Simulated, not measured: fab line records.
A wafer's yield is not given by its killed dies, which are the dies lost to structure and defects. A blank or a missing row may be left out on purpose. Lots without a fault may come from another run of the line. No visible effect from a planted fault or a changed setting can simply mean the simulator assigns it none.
Matching of chambers -- flow gf180mcu -- GF_V3_CMP_04 on cmp-02 has 4 sister chambers
The step polishes SiO2. 4 wafers are shown with their chamber, then 7 later ones without.

== EACH WAFER AND ITS CHAMBER ==
wafer,chamber,time to endpoint s (s)
L583.1,2,78
L585.4,1,84
L596.3,0,80
L596.4,3,75

== WAFERS WITHOUT THEIR CHAMBER ==
wafer,time to endpoint s (s)
L596.6,81
L599.2,71
L599.3,79
L599.6,84
L600.4,87
L600.5,81
L600.6,90

== CHAMBER TAKEN BY EACH ==
wafer,from the rows above,in truth
L596.6,can't be placed: 0 or 1 or 2 or 3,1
L599.2,can't be placed: 3 or 2 or 0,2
L599.3,can't be placed: 0 or 2 or 3 or 1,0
L599.6,can't be placed: 1 or 0 or 2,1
L600.4,can't be placed: 1 or 0 or 2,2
L600.5,can't be placed: 0 or 1 or 2 or 3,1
L600.6,can't be placed: 1 or 0 or 2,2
Correct placement for 0 of the 7. Can't be placed from these rows: 7 (the true chamber is among the candidates in 7). 0 placed wrongly.
How it was worked out, from the rows above alone: a wafer's distance from a chamber is the root of the sum, over the readings, of the square of ((its reading less the chamber's mean) divided by the reading's scatter). The wafer belongs to the nearest chamber; if the next one is less than 2 further off, it can't be placed. For every chamber, the mean is computed from those of its wafers that are shown. The scatter: with one shown wafer a chamber, the root of the mean of the squares of how far each hidden wafer lies from its nearest shown one.
